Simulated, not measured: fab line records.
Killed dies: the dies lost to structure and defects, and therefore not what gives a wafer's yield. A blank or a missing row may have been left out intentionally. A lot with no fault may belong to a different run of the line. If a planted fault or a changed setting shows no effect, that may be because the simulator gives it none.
fab line records ; flow sky130
[record] lots = 12; wafers = 36; last-day = 50
route steps=708 shown CAPM@537 VIA3@585
lots that met no fault: from a run of the same line without faults
start-h: hours from the record's opening day to when the first of the lot's shown wafers began ; wait-h: hours since the lot's step before ; " same as the row above ; L1.1+2: several wafers, shown together as one row ; - either no value or no given start ; * or withheld: withheld ; < > ~ a bound
route shown NAME@n: names a module that has steps shown in the file, with the first one's number in the route ; usual: mean/standard deviation of fault-free wafers ; same: alike in all rows ; chamber/n: place in a boat ; sites: each site's reading ; _std_site: the values' standard deviation ; _edge_site: outer sites' mean less inner sites' ; radius-mm: for every site, how far away it sits from the centre of the wafer ; mask NAME#n: copy n ; behind: the most recent tool/chamber to have shaped the wafer ; hold: cause of the lot's hold/its duration in hours/its outcome ; device: which transistor (n, p or np) failed to switch ; end of line: at the end of the route, the tests of the same wafers ; for a step that has no rows: nothing shown but its recipe ; killed: not the wafer's yield, but the dies lost to structure and defects at the first sort ; map: shows each die of a wafer: x if killed, . if not, _ if none is there
set.NAME: the setting that was run; set.NAME@STEP: the one run at that earlier step ; model.NAME: the simulator's own value behind a step, which no gauge read
the route's steps for a sample of lots (tables are steps, rows are wafers)
services: a tool's chamber out of use, with start hour (start-h, from the record's first day; less than 0 if before it), hours out, and reason
[[steps]]
[step SKY_CAPM_CVD_00]
[recipe] material = SiO2; target-thk-nm = 15.5; temp-c = 400; time-s = withheld; rf-w = 450
[usual] heater-power-outer-w = 430/76; heater-power-w = 721/110
lot.wafer;tool;chamber;start-h;wait-h;heater-power-outer-w;heater-power-w
L733.1;pecvd-02;2;876.75;0.0;395;605
L733.3;pecvd-02;0;876.75;0.0;374;640
L733.4;pecvd-02;2;876.75;0.0;390;617
L732.1;pecvd-04;2;877.21;0.0;435;749
L732.4;pecvd-04;2;877.21;0.0;444;747
L732.6;pecvd-04;0;877.21;0.0;472;773
L734.3;pecvd-01;2;887.61;0.0;488;791
L734.4;pecvd-01;1;887.61;0.0;403;703
L734.6;pecvd-01;0;887.61;0.0;398;684
L736.1;pecvd-01;2;898.97;0.0;579;868
L736.4;pecvd-01;2;898.97;0.0;562;880
L736.6;pecvd-01;1;898.97;0.0;441;751
L737.3;pecvd-02;0;904.71;0.0;331;601
L737.4;pecvd-02;1;904.71;0.0;519;880
L737.6;pecvd-02;2;904.71;0.0;314;490
L739.1;pecvd-01;0;928.64;0.0;370;668
L739.4;pecvd-01;1;928.64;0.0;433;750
L739.6;pecvd-01;2;928.64;0.0;546;860
L741.1;pecvd-04;1;930.39;0.0;376;626
L741.4;pecvd-04;2;930.39;0.0;547;905
L741.5;pecvd-04;0;930.39;0.0;485;803
L747.1;pecvd-01;2;975.18;0.0;484;756
L747.2;pecvd-01;0;975.18;0.0;411;716
L747.4;pecvd-01;0;975.18;0.0;409;704
L748.1;pecvd-04;0;991.61;0.0;386;684
L748.5;pecvd-04;0;991.61;0.0;381;682
L748.6;pecvd-04;2;991.61;0.0;494;822
L750.1;pecvd-04;2;998.26;0.0;443;752
L750.2;pecvd-04;0;998.26;0.0;419;725
L750.5;pecvd-04;0;998.26;0.0;419;738
L751.1;pecvd-01;0;1015.77;0.0;349;631
L751.3;pecvd-01;2;1015.77;0.0;566;863
L751.6;pecvd-01;0;1015.77;0.0;351;632
L753.1;pecvd-04;2;1030.23;0.0;571;891
L753.2;pecvd-04;0;1030.23;0.0;511;817
L753.4;pecvd-04;2;1030.23;0.0;563;904
[step SKY_VIA3_CD_MEAS_12]
[recipe] target-cd-nm = 200
[usual] cd-nm = 200.0/1.4
lot.wafer;tool;chamber;start-h;wait-h;cd-nm
L733.1;cd-sem-01;-;955.75;-;199.2
L733.3;cd-sem-01;-;955.75;-;200.7
L733.4;cd-sem-01;-;955.75;-;198.3
L732.1;cd-sem-02;-;956.29;-;201.4
L732.4;cd-sem-02;-;956.29;-;198.9
L732.6;cd-sem-02;-;956.29;-;201.1
L734.3;cd-sem-01;-;965.78;-;200.9
L734.4;cd-sem-01;-;965.78;-;200.1
L734.6;cd-sem-01;-;965.78;-;200.0
L736.1;cd-sem-02;-;976.14;-;200.7
L736.4;cd-sem-02;-;976.14;-;200.6
L736.6;cd-sem-02;-;976.14;-;202.0
L737.3;cd-sem-01;-;982.20;-;201.8
L737.4;cd-sem-01;-;982.20;-;202.8
L737.6;cd-sem-01;-;982.20;-;200.8
L739.1;cd-sem-02;-;1006.03;-;197.7
L739.4;cd-sem-02;-;1006.03;-;196.7
L739.6;cd-sem-02;-;1006.03;-;196.6
L741.1;cd-sem-01;-;1007.34;-;200.4
L741.4;cd-sem-01;-;1007.34;-;200.1
L741.5;cd-sem-01;-;1007.34;-;200.0
L747.1;cd-sem-02;-;1048.41;-;201.5
L747.2;cd-sem-02;-;1048.41;-;202.2
L747.4;cd-sem-02;-;1048.41;-;202.1
L748.1;cd-sem-02;-;1064.06;-;197.1
L748.5;cd-sem-02;-;1064.06;-;197.1
L748.6;cd-sem-02;-;1064.06;-;198.1
L750.1;cd-sem-01;-;1069.38;-;198.1
L750.2;cd-sem-01;-;1069.38;-;198.6
L750.5;cd-sem-01;-;1069.38;-;199.8
L751.1;cd-sem-02;-;1084.89;-;201.4
L751.3;cd-sem-02;-;1084.89;-;200.9
L751.6;cd-sem-02;-;1084.89;-;200.5
L753.1;cd-sem-02;-;1097.58;-;200.6
L753.2;cd-sem-02;-;1097.58;-;200.5
L753.4;cd-sem-02;-;1097.58;-;200.1
[step SKY_VIA3_ETCH_15]
[recipe] target = SiO2; chemistry = C4F8/O2/Ar; target-depth-nm = 507; stop-on = TiN; mask-material = KrF-thick; source-w = 1500; bias-w = 1200; pressure-mtorr = 40; c4f8-flow-sccm = withheld; O2_flow_sccm = 6; Ar_flow_sccm = 300; time-s = 78
[usual] oes-product-au = 0.946/0.0048
[same] time-s = 78
lot.wafer;tool;chamber;start-h;wait-h;oes-product-au;rf-hours-counter-h
L733.1;rie-diel-04;1;955.95;0.0;0.939;18
L733.3;rie-diel-04;2;955.95;0.0;0.949;8
L733.4;rie-diel-04;1;955.95;0.0;0.951;-
L732.1;rie-diel-02;3;956.49;0.0;0.948;13
L732.4;rie-diel-02;2;956.49;0.0;0.947;24
L732.6;rie-diel-02;1;956.49;0.0;0.947;-
L734.3;rie-diel-01;1;965.94;0.0;0.943;6
L734.4;rie-diel-01;3;965.94;0.0;0.948;20
L734.6;rie-diel-01;1;965.94;0.0;0.950;-
L736.1;rie-diel-01;2;976.34;0.0;0.944;26
L736.4;rie-diel-01;0;976.34;0.0;0.948;12
L736.6;rie-diel-01;2;976.34;0.0;0.944;-
L737.3;rie-diel-01;3;982.35;0.0;0.948;20
L737.4;rie-diel-01;0;982.35;0.0;0.936;12
L737.6;rie-diel-01;1;982.35;0.0;0.952;-
L739.1;rie-diel-02;1;1006.23;0.0;0.948;10
L739.4;rie-diel-02;3;1006.23;0.0;0.950;15
L739.6;rie-diel-02;1;1006.23;0.0;0.943;-
L741.1;rie-diel-04;0;1007.54;0.0;0.949;18
L741.4;rie-diel-04;1;1007.54;0.0;0.951;19
L741.5;rie-diel-04;1;1007.54;0.0;0.942;-
L747.1;rie-diel-02;0;1048.60;0.0;0.945;10
L747.2;rie-diel-02;2;1048.60;0.0;0.943;28
L747.4;rie-diel-02;1;1048.60;0.0;0.946;12
L748.1;rie-diel-04;0;1064.25;0.0;0.939;21
L748.5;rie-diel-04;2;1064.25;0.0;0.944;-
L748.6;rie-diel-04;3;1064.25;0.0;0.943;-
L750.1;rie-diel-02;1;1069.58;0.0;0.951;12
L750.2;rie-diel-02;3;1069.58;0.0;0.953;17
L750.5;rie-diel-02;0;1069.58;0.0;0.943;-
L751.1;rie-diel-01;2;1085.09;0.0;0.951;30
L751.3;rie-diel-01;1;1085.09;0.0;0.954;10
L751.6;rie-diel-01;2;1085.09;0.0;0.939;-
L753.1;rie-diel-01;3;1097.78;0.0;0.940;23
L753.2;rie-diel-01;0;1097.78;0.0;0.950;15
L753.4;rie-diel-01;0;1097.78;0.0;0.939;-
[step SKY_VIA3_CVD_21]
[recipe] material = W; target-thk-nm = 390; time-s = 117.31; temp-c = 400; pressure-torr = 40
[usual] chamber-pressure-Torr = 39.99/0.088; heater-power-outer-w = 476/35; heater-power-w = 766/44; time-s = 117.31/0
lot.wafer;tool;chamber;start-h;wait-h;chamber-pressure-Torr;heater-power-outer-w;heater-power-w;time-s
L733.1;cvd-w-01;1;956.67;0.0;39.94;459;766;117.31
L733.3;cvd-w-01;1;956.67;0.0;40.21;459;762;117.31
L733.4;cvd-w-01;0;956.67;0.0;40.10;410;692;117.31
L732.1;cvd-w-01;0;957.20;0.0;39.97;416;689;117.31
L732.4;cvd-w-01;1;957.20;0.0;40.04;471;756;117.31
L732.6;cvd-w-01;0;957.20;0.0;40.03;422;694;117.31
L734.3;cvd-w-02;1;966.69;0.1;40.20;516;809;117.31
L734.4;cvd-w-02;0;966.69;0.1;39.90;518;794;117.31
L734.6;cvd-w-02;1;966.69;0.1;40.05;494;783;117.31
L736.1;cvd-w-01;1;977.05;0.0;39.98;472;738;117.31
L736.4;cvd-w-01;1;977.05;0.0;39.94;459;744;117.31
L736.6;cvd-w-01;0;977.05;0.0;40.02;425;706;117.31
L737.3;cvd-w-02;1;983.11;0.1;39.87;504;780;117.31
L737.4;cvd-w-02;0;983.11;0.1;39.90;502;809;117.31
L737.6;cvd-w-02;0;983.11;0.1;40.05;504;800;117.31
L739.1;cvd-w-01;1;1006.95;0.0;-;-;-;-
L739.4;cvd-w-01;0;1006.95;0.0;-;-;-;-
L739.6;cvd-w-01;0;1006.95;0.0;-;-;-;-
L741.1;cvd-w-01;0;1008.30;0.0;-;-;-;-
L741.4;cvd-w-01;0;1008.30;0.0;-;-;-;-
L741.5;cvd-w-01;1;1008.30;0.0;-;-;-;-
L747.1;cvd-w-02;0;1049.41;0.0;40.11;507;827;117.31
L747.2;cvd-w-02;1;1049.41;0.0;40.03;499;771;117.31
L747.4;cvd-w-02;0;1049.41;0.0;40.05;503;830;117.31
L748.1;cvd-w-01;0;1065.01;0.0;40.04;421;679;117.31
L748.5;cvd-w-01;0;1065.01;0.0;40.10;426;700;117.31
L748.6;cvd-w-01;1;1065.01;0.0;39.89;466;769;117.31
L750.1;cvd-w-02;1;1070.30;0.0;40.04;510;798;117.31
L750.2;cvd-w-02;0;1070.30;0.0;39.92;500;802;117.31
L750.5;cvd-w-02;0;1070.30;0.0;40.01;500;813;117.31
L751.1;cvd-w-01;0;1085.81;0.0;40.02;417;720;117.31
L751.3;cvd-w-01;0;1085.81;0.0;39.97;416;681;117.31
L751.6;cvd-w-01;0;1085.81;0.0;39.94;428;687;117.31
L753.1;cvd-w-02;0;1098.93;0.0;40.03;497;808;117.31
L753.2;cvd-w-02;1;1098.93;0.0;40.02;510;806;117.31
L753.4;cvd-w-02;1;1098.93;0.0;40.06;511;804;117.31
[step SKY_VIA3_RS_MEAS_22]
[recipe] thk-meas-gauge = four-point-probe; reads = W_of_VIA3_CVD_21+TiN_of_VIA3_SPUTTER_20
[usual] VIA3_W_RS = 0.2936/0.0029
lot.wafer;tool;chamber;start-h;wait-h;hold;VIA3_W_RS[ohm/sq]
L733.1;film-metro-02;-;956.79;0.1;-;0.2944
L733.3;film-metro-02;-;956.79;0.1;-;0.2927
L733.4;film-metro-02;-;956.79;0.1;-;0.2921
L732.1;film-metro-04;-;957.33;0.1;-;0.2887
L732.4;film-metro-04;-;957.33;0.1;-;0.2903
L732.6;film-metro-04;-;957.33;0.1;-;0.2867
L734.3;film-metro-04;-;966.82;0.1;-;0.2932
L734.4;film-metro-04;-;966.82;0.1;-;0.2918
L734.6;film-metro-04;-;966.82;0.1;-;0.2961
L736.1;film-metro-04;-;977.18;0.1;-;0.2939
L736.4;film-metro-04;-;977.18;0.1;-;0.2933
L736.6;film-metro-04;-;977.18;0.1;-;0.2943
L737.3;film-metro-02;-;983.23;0.1;-;0.2934
L737.4;film-metro-02;-;983.23;0.1;-;0.2934
L737.6;film-metro-02;-;983.23;0.1;-;0.2915
L739.1;film-metro-02;-;1007.07;0.1;await-dispo/0.2h/release;57.508
L739.4;film-metro-02;-;1007.07;0.1;await-dispo/0.2h/release;56.802
L739.6;film-metro-02;-;1007.07;0.1;await-dispo/0.2h/release;57.076
L739.1;film-metro-02;-;1007.36;0.3;-;57.637
L739.4;film-metro-02;-;1007.36;0.3;-;56.775
L739.6;film-metro-02;-;1007.36;0.3;-;57.038
L741.1;film-metro-04;-;1008.42;0.1;await-dispo/0.2h/release;56.400
L741.4;film-metro-04;-;1008.42;0.1;await-dispo/0.2h/release;55.644
L741.5;film-metro-04;-;1008.42;0.1;await-dispo/0.2h/release;57.442
L741.1;film-metro-04;-;1008.75;0.3;-;56.425
L741.4;film-metro-04;-;1008.75;0.3;-;55.666
L741.5;film-metro-04;-;1008.75;0.3;-;57.474
L747.1;film-metro-03;-;1049.53;0.1;-;0.2904
L747.2;film-metro-03;-;1049.53;0.1;-;0.2906
L747.4;film-metro-03;-;1049.53;0.1;-;0.2889
L748.1;film-metro-02;-;1065.13;0.1;-;0.2988
L748.5;film-metro-02;-;1065.13;0.1;-;0.2974
L748.6;film-metro-02;-;1065.13;0.1;-;0.2919
L750.1;film-metro-03;-;1070.42;0.1;-;0.2996
L750.2;film-metro-03;-;1070.42;0.1;-;0.2992
L750.5;film-metro-03;-;1070.42;0.1;-;0.2961
L751.1;film-metro-03;-;1086.06;0.2;-;0.2940
L751.3;film-metro-03;-;1086.06;0.2;-;0.2922
L751.6;film-metro-03;-;1086.06;0.2;-;0.2973
L753.1;film-metro-03;-;1099.05;0.1;-;0.2913
L753.2;film-metro-03;-;1099.05;0.1;-;0.2923
L753.4;film-metro-03;-;1099.05;0.1;-;0.2925
[[services]]
tool;chamber;start-h;hours;kind
cvd-w-01;-;860.29;28.1;pm
pecvd-04;-;870.79;2.8;pm
rie-diel-01;1;877.12;2.7;repair
rie-diel-02;0;877.67;8.5;repair
pecvd-04;-;882.41;0.3;repair
cvd-w-02;-;887.37;3.7;repair
pecvd-01;1;891.35;1.8;repair
cvd-w-01;-;904.00;14.0;pm
cvd-w-02;0;927.33;9.6;repair
pecvd-04;-;957.68;1.9;repair
rie-diel-01;3;961.16;3.8;repair
cvd-w-01;1;971.38;4.8;repair
rie-diel-02;3;971.84;2.5;repair
pecvd-04;1;982.38;15.6;repair
rie-diel-01;-;1014.01;15.6;pm
pecvd-01;-;1050.51;4.6;repair
cvd-w-01;-;1056.48;1.3;repair
cvd-w-01;-;1069.77;2.8;pm
cvd-w-02;-;1073.59;2.8;pm
cvd-w-01;0;1081.79;3.5;repair
pecvd-04;0;1081.88;5.1;repair
cvd-w-01;1;1084.95;4.8;repair
cvd-w-02;-;1088.03;1.9;repair
rie-diel-01;2;1091.95;6.3;repair
[[key]]
[first-sign] step = SKY_VIA3_CVD_21; reading = tool-record; direction = missing
[effect] step = SKY_VIA3_RS_MEAS_22; reading = visit; direction = added
[effect] step = SKY_VIA3_RS_MEAS_22; reading = VIA3_W_RS; direction = up; sigmas = 99+; usual = 0.2936; struck = 56.812
met-at SKY_VIA3_CVD_21
struck-lots L739,L741
scrapped-behind SKY_VIA3_RS_MEAS_22 L739.1,L739.4,L739.6,L741.1,L741.4,L741.5
not-acting-at SKY_CAPM_CVD_00,SKY_VIA3_CD_MEAS_12,SKY_VIA3_ETCH_15
onset-between 977.05 1006.95
[fault] kind = skipped-step-whole; tool = cvd-w-01; chamber = -; onset-h = 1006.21; steps = SKY_VIA3_CVD_21; scope = struck-lots-only
